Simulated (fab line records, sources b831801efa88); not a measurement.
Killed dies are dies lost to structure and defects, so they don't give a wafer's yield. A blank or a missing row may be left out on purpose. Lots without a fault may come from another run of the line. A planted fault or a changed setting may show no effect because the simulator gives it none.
Chamber matching | flow gf180mcu | GF_V5_CMP_04 on cmp-01: 4 sister chambers
The step polishes SiO2. 4 wafers are shown with their chamber, then 7 later ones without.

WAFERS WITH THEIR CHAMBER
wafer  | chamber | motor_current_A (A)
L995.2 | 1       | 13.4
L995.6 | 2       | 13.9
L998.3 | 0       | 9.4
L998.4 | 3       | 13.0

WAFERS WITHOUT THEIR CHAMBER
wafer  | motor_current_A (A)
L998.5 | 12.8
L999.4 | 13.7
L999.5 | 12.4
L999.6 | 13.2
L107.2 | 9.8
L107.4 | 14.0
L107.5 | 13.6

WHICH CHAMBER EACH WENT THROUGH
wafer  | from the rows above          | in truth
L998.5 | can't be placed: 3 or 1      | 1
L999.4 | can't be placed: 2 or 1 or 3 | 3
L999.5 | can't be placed: 3 or 1      | 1
L999.6 | can't be placed: 3 or 1 or 2 | 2
L107.2 | 0                            | 0
L107.4 | can't be placed: 2 or 1      | 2
L107.5 | can't be placed: 1 or 2 or 3 | 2
Placed correctly: 1 of 7. Can't be placed from these rows: 6 (the true chamber is among the candidates in 6). Placed wrongly: 0.
How it was worked out, from the rows above alone: a wafer's distance from a chamber is the root of the sum, over the readings, of the square of ((its reading less the chamber's mean) divided by the reading's scatter). The wafer belongs to the nearest chamber; if the next one is less than 2 further off, it can't be placed. A chamber's mean is the mean of its shown wafers. The scatter: with one shown wafer a chamber, the root of the mean of the squares of how far each hidden wafer lies from its nearest shown one.
